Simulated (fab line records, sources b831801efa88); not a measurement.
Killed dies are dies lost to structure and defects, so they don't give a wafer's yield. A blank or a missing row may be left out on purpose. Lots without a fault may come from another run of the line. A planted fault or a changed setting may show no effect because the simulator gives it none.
Chamber matching | flow sfq_line | SFQ_TRILAYER_I4_CMP_CMP_100 on cmp-02: 4 sister chambers
The step polishes SiO2. 8 wafers are shown with their chamber, then 7 later ones without.

WAFERS WITH THEIR CHAMBER
wafer  | chamber | motor_current_A (A) | time_to_endpoint_s (s)
L118.6 | 1       | 10.4                | 215
L121.2 | 2       | 9.5                 | 209
L121.4 | 0       | 9.5                 | 214
L121.6 | 1       | 10.3                | 210
L123.3 | 2       | 9.5                 | 204
L123.1 | 0       | 9.5                 | 207
L123.6 | 3       | 11.4                | 215
L125.3 | 3       | 11.7                | 210

WAFERS WITHOUT THEIR CHAMBER
wafer  | motor_current_A (A) | time_to_endpoint_s (s)
L125.2 | 9.8                 | 203
L125.6 | 9.4                 | 210
L134.4 | 10.1                | 210
L134.5 | 9.8                 | 214
L137.1 | 10.2                | 204
L137.2 | 11.9                | 199
L137.3 | 9.0                 | 203

WHICH CHAMBER EACH WENT THROUGH
wafer  | from the rows above     | in truth
L125.2 | can't be placed: 2 or 0 | 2
L125.6 | can't be placed: 0 or 2 | 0
L134.4 | 1                       | 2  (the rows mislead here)
L134.5 | can't be placed: 0 or 2 | 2
L137.1 | 1                       | 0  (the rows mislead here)
L137.2 | 3                       | 3
L137.3 | can't be placed: 2 or 0 | 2
Placed correctly: 1 of 7. Can't be placed from these rows: 4 (the true chamber is among the candidates in 4). Placed wrongly: 2.
How it was worked out, from the rows above alone: a wafer's distance from a chamber is the root of the sum, over the readings, of the square of ((its reading less the chamber's mean) divided by the reading's scatter). The wafer belongs to the nearest chamber; if the next one is less than 2 further off, it can't be placed. A chamber's mean is the mean of its shown wafers. The scatter: the root of (the sum of the squares of (reading less its chamber's mean) over the shown wafers, divided by (wafers less chambers)).
